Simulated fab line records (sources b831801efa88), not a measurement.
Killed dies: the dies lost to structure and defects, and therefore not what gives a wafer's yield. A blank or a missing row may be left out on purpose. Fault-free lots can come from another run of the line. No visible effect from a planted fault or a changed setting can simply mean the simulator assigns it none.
A lot that was struck, set against a sound lot + flow sky130 + 21 steps out of a route of 708
Sound: the wafers L448.1, L448.3, L448.5. Struck: wafers L464.1, L464.3, L464.5. The cause is named last.
At each step with rows: each side's tool, then ch and its chambers, then its first start. Under that, the readings that differ: sound wafers + struck wafers + difference of the means + sigmas: that difference in standard deviations of wafers without a fault.
alike: readings with means less than 2 such deviations apart, plus words and numbers identical on both sides. not compared: withheld readings, readings lacking a value on some wafer, bounds such as >300 that could conceal the same value, and numbers that have no deviation in the record and whose values overlap.
The two part at a step that has a row with sigmas, a row that says differs or no value, or rows on one side only. Non-overlapping numbers with no deviation appear without sigmas and do not part them. A reading missing from all wafers of one side parts the sides only when that side holds two or more wafers.

first, 1 step without rows for these wafers: SKY_RES_XHIGH_IMPLANT_07.
SKY_RES_XHIGH_STRIP_08: strips in O2/N2.
  sound on plasma-asher-01 ch 0,1, day 26 21:58; struck on plasma-asher-04 ch 0,1, day 32 12:16
  alike: chamber-pressure-mTorr, drypump-motor-current-A, oes-product-au, strip-time-to-endpoint-s
  not compared: rf-hours-counter-h
SKY_RES_XHIGH_TW_MEAS_09:
  sound on film-metro-02 at day 26 22:04; struck on film-metro-02 at day 32 12:22
  alike: RES_XHIGH_TW
then, 7 steps without rows for these wafers: SKY_SD_N_DEHYDRATE_00 (time 60 s); SKY_SD_N_HMDS_01 (prime time 60 s); SKY_SD_N_COAT_02 (resist thk 1140 nm); SKY_SD_N_SOFTBAKE_03 (time 60 s); SKY_SD_N_EXPOSE_04 (exposes mask NSDM, target cd 380 nm); SKY_SD_N_PEB_05; SKY_SD_N_DEVELOP_06 (develop time 60 s).
SKY_SD_N_CD_MEAS_07: the cd target is 380 nm.
  sound on cd-sem-01 at day 28 02:04; struck on cd-sem-01 at day 33 15:11
| reading    | sound             | struck            | difference | sigmas |
|------------|-------------------|-------------------|------------|--------|
| cd-nm (nm) | 386.2 386.0 387.1 | 373.8 376.1 373.4 | -12.0      | -5     |
SKY_SD_N_OVL_MEAS_08:
  sound on overlay-01 at day 28 02:11; struck on overlay-02 at day 33 15:19
  alike: SD_N_OVL
SKY_SD_N_IMPLANT_09:
  sound on implanter-03 ch 0, day 28 02:13; struck on implanter-04 ch 0, day 33 15:20
| reading       | sound                         | struck                        | difference | sigmas |
|---------------|-------------------------------|-------------------------------|------------|--------|
| dose-ions-cm2 | 4.003e+15 4.008e+15 4.006e+15 | 3.734e+15 3.733e+15 3.735e+15 | -2.717e+14 | -63    |
  alike: faraday-current-uA
next, for these wafers, 1 step has no rows: SKY_SD_N_IMPLANT_10.
SKY_SD_N_STRIP_11: strips in O2/N2.
  sound on plasma-asher-01 ch 0,1, day 28 02:31; struck on plasma-asher-01 ch 0, day 33 15:38
| reading                      | sound             | struck            | difference | sigmas |
|------------------------------|-------------------|-------------------|------------|--------|
| strip-time-to-endpoint-s (s) | 22.56 22.53 22.56 | 22.29 22.35 22.32 | -0.23      | -5     |
  alike: chamber-pressure-mTorr, drypump-motor-current-A, oes-product-au
  not compared: rf-hours-counter-h
SKY_SD_N_TW_MEAS_12:
  sound on film-metro-02 at day 28 02:37; struck on film-metro-04 at day 33 15:44
  alike: SD_N_TW
then, 1 step without rows for these wafers: SKY_SD_N_CLEAN_13 (cleans in SC1/SC2, time 150 s).
SKY_SD_N_RTA_14: time 2 s.
  sound on rtp-anneal-01 ch 0, day 28 02:44; struck on rtp-anneal-01 ch 0, day 33 15:51
  alike: lamp-power-pct, wafer_temp_C_max
SKY_SD_N_RS_MEAS_16: a four-point-probe measurement.
  sound on film-metro-04 at day 28 02:54; struck on film-metro-04 at day 33 16:02
| reading          | sound             | struck            | difference | sigmas |
|------------------|-------------------|-------------------|------------|--------|
| SD_N_RS (ohm/sq) | 68.54 68.74 68.72 | 69.14 69.10 69.01 | +0.42      | +4     |
SKY_SD_N_RS_MEAS_17: a four-point-probe measurement.
  sound on film-metro-04 at day 28 03:01; struck on film-metro-04 at day 33 16:09
  alike: SD_P_RS
-- the record jumps here: 16 days lie between the struck wafers' starts before and after (it left off in module SD_N and takes up again in module PAD_OPEN, whose first step shown is number 708 of the route) --
SKY_PAD_OPEN_PROBE_99:
  sound on prober-02 at day 45 20:37; struck on prober-02 at day 49 19:28
| reading                            | sound             | struck            | difference | sigmas |
|------------------------------------|-------------------|-------------------|------------|--------|
| model.etest.res-ndiff-hv.rs-ohm-sq | 113.7 114.7 114.6 | 116.8 116.3 117.3 | +2.5       |        |
| model.etest.res-ndiff.rs-ohm-sq    | 120.3 120.7 120.3 | 122.2 121.8 122.3 | +1.7       |        |
  alike: killed_at_M0_to_M3, killed_at_M4_up, killed-at-contacts, killed-at-front-end, killed-at-other, killed-dies, killed-open, killed-short

WHERE THEY PART
At SKY_SD_N_CD_MEAS_07 first; at SKY_SD_N_RS_MEAS_16 last (within this record only). Later steps at which nothing parts them and some readings are alike: SKY_SD_N_RS_MEAS_17, SKY_PAD_OPEN_PROBE_99.

WHY: the cause the simulator had injected
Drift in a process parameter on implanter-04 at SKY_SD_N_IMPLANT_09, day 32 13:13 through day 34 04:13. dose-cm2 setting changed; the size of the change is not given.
